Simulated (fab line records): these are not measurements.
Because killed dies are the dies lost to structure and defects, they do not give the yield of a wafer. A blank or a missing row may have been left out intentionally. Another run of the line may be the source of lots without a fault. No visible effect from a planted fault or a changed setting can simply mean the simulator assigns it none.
Problem report, 8D (eight disciplines) form, completed by code -- flow gf180mcu -- the parts of the form that need people (team, actions taken, sign-off) are left out

1. THE ISSUE
At GF_STI_ETCH_13, runLengthS averages 126.4 s over 6 wafers from 2 lots, while fault-free wafers read 141.3 s, standard deviation 0.49. Relative to the usual mean, that is a shift of -30 standard deviations.
The step: etches the open film in CHF3/O2, stops on Si, target depth 282.31 nm, time 112.9 s.
First observed at day 6 08:16: wafer L975.1, on rieDiel-02. Wafers with a number at this step in the record: 33, from 11 lots. The rule behind "out" and "out of limits": a value lying over 4 standard deviations away from the usual mean. Any other wafer with a number is counted as sound.

2. WHAT IT IS, WHAT IT ISN'T
question,is,is not
which readings at this step,"runLengthS, oesProductAu","chf3FlowSccm, drypumpMotorCurrentA"
which lots,"L975, L976","L956, L958, L960, L964, L967, L969, L971, L977, L978"
which wafers of those lots,all that have a number,-
read on which tools,rieDiel-02,"rieDiel-03, rieDiel-04"
when,from day 6 08:16,"up to then (21 sound wafers); but 6 sound wafers of L977, L978 came after"

3. SUSPECTS, AND WHAT RULES EACH OUT
Counting: any tool at a process step up to the reading is kept as a suspect provided that every lot that is out went through it and no sound lot did after the first of them.
- rieDiel-02 at GF_STI_ETCH_13 (etches the open film in CHF3/O2, stops on Si, target depth 282.31 nm, time 112.9 s): kept. It processed each lot that is out, first L975 at day 6 08:16, and no sound lot thereafter; up to then, the last sound lot it processed was L971 at day 5 11:22. On those wafers its own readings are out: oesProductAu, runLengthS.
The count leaves rieDiel-02 at GF_STI_ETCH_13.

4. THE CAUSE (what the simulator had put in)
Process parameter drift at GF_STI_ETCH_13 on rieDiel-02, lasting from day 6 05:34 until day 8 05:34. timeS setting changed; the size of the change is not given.
Counting left only this tool.

5. SEQUENCE OF EFFECTS, ordered by route
Each row: a reading where the mean over the struck wafers with a number is more than 3 standard deviations away from the usual. Scope: only readings with a usual standard deviation given in the record; hours: median across lots of the time from each lot's start at the first step in this table that gives one to its start at this step; sigmas: change in usual standard deviations.
hours,step,reading,usual,on struck wafers,change,sigmas
0,GF_STI_ETCH_13,oesProductAu,0.835 a.u.,0.971,+0.136,+25
0,GF_STI_ETCH_13,runLengthS,141.3 s,126.4,-14.9,-30
0,GF_STI_ETCH_13,throttleValvePct,8.811 %,8.846,+0.035,+3.7
0,GF_STI_STRIP_15,oesProductAu,0.384 a.u.,0.398,+0.014,+3.2
0,GF_STI_STRIP_15,stripTimeToEndpointS,3.73 s,4.08,+0.35,+11
It contains these process steps:
- GF_STI_ETCH_13: etches the open film in CHF3/O2, stops on Si, target depth 282.31 nm, time 112.9 s.
- GF_STI_STRIP_15: strips in O2/N2.
Later steps that measure or inspect, where all struck wafers having a row at the step show a number for every such reading and not one has moved that far: GF_DNWELL_TW_MEAS_09.

6. HOW IT WOULD HAVE BEEN CAUGHT EARLIER
The fault began at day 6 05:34; the first out-of-limits reading in this record came at day 6 08:16, 3 hours later.
